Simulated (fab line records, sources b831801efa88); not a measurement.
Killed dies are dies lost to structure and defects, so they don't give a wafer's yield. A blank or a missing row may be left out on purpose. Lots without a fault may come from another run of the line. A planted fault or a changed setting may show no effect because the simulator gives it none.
One fault seen from 2 desks | flow sky130 | each desk has only its own numbers; what lay behind them comes last

THE METROLOGY DESK
What the gauges read, lot by lot, whatever tool the lot ran on: means of the sampled wafers that have a number. A lot is out of limits, marked OUT, if its mean lies more than 4 standard deviations from the usual mean; the brackets give that distance.
Columns: A = cd_nm at SKY_POLY_GATE_CD_MEAS_13, usual 149.7 nm; B = POLY_GATE_OVL at SKY_POLY_GATE_OVL_MEAS_14, usual 2 nm
lot  | first seen here | A     | B
L990 | day 16 10:52    | 149.1 | 2
L994 | day 18 03:12    | 150.1 | -3
L997 | day 19 00:07    | 151.2 | 6
L996 | day 19 05:04    | 149.2 | 3
L108 | day 23 17:17    | 150.1 | -2
L109 | day 23 21:26    | 149.8 | -0
L107 | day 23 23:36    | 152.5 | 9
This desk's finding: nothing out of limits on any of the 7 lots.

THE TOOL OWNER'S DESK: rie_si-01
The tool's own readings at SKY_POLY_GATE_ETCH_17 (etches poly-Si in HBr/Cl2, stops on SiO2, target depth 180 nm, time 70.5 s): means of the sampled wafers that have a number, for each lot that ran on this tool. A lot is out of limits, marked OUT, if its mean lies more than 4 standard deviations from the usual mean; the brackets give that distance.
Columns: A = drypump_motor_current_A at SKY_POLY_GATE_ETCH_17, usual 5.4 A; B = oes_product_au at SKY_POLY_GATE_ETCH_17, usual 0.983 a.u.; C = throttle_valve_pct at SKY_POLY_GATE_ETCH_17, usual 33.685 %
lot  | first seen here | A   | B     | C
L994 | day 18 03:32    | 5.5 | 0.965 | 33.687
L997 | day 19 00:23    | 5.5 | 0.968 | 33.677
L996 | day 19 05:23    | 5.2 | 0.972 | 33.685
L108 | day 23 17:38    | 5.2 | 0.993 | 33.680
L107 | day 23 23:56    | 5.3 | 0.991 | 33.681
This desk's finding: nothing out of limits on any of the 5 lots.

PUT TOGETHER
The metrology desk saw nothing out of limits.
The tool owner's desk saw nothing out of limits.

WHAT THE SIMULATOR HAD PUT IN
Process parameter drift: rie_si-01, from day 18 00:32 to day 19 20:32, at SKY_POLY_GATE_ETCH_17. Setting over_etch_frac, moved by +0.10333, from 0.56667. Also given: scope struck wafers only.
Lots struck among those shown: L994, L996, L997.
